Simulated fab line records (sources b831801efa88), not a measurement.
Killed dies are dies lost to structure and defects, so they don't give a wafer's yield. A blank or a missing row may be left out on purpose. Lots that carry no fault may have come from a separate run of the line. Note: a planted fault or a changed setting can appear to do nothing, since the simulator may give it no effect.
Chamber matching | flow gf180mcu | GF_V2_CMP_04 on cmp-02: 4 sister chambers
The step polishes SiO2. 4 wafers are shown with their chamber, then 8 later ones without.

WAFERS, EACH WITH ITS CHAMBER
wafer  | chamber | motor current A (A)
L302.3 | 2       | 9.6
L302.5 | 0       | 13.2
L302.6 | 1       | 12.7
L312.3 | 3       | 10.2

WAFERS WHOSE CHAMBER IS MISSING
wafer  | motor current A (A)
L312.4 | 12.9
L312.6 | 13.3
L313.1 | 13.7
L313.2 | 9.8
L313.3 | 13.6
L315.2 | 13.0
L315.4 | 10.2
L315.6 | 10.0

WHICH CHAMBER EACH ONE RAN IN
wafer  | from the rows above     | in truth
L312.4 | can't be placed: 1 or 0 | 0
L312.6 | can't be placed: 0 or 1 | 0
L313.1 | can't be placed: 0 or 1 | 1
L313.2 | can't be placed: 2 or 3 | 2
L313.3 | can't be placed: 0 or 1 | 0
L315.2 | can't be placed: 0 or 1 | 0
L315.4 | 3                       | 3
L315.6 | can't be placed: 3 or 2 | 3
Correct placement for 1 of the 8. Can't be placed from these rows: 7 (the true chamber is among the candidates in 7). Placed wrongly: 0.
How it was worked out, from the rows above alone: a wafer's distance from a chamber is the root of the sum, over the readings, of the square of ((its reading less the chamber's mean) divided by the reading's scatter). The wafer belongs to the nearest chamber; if the next one is less than 2 further off, it can't be placed. For every chamber, the mean is computed from those of its wafers that are shown. The scatter: root of mean squared gap, hidden wafer to nearest shown wafer, with one shown wafer a chamber.
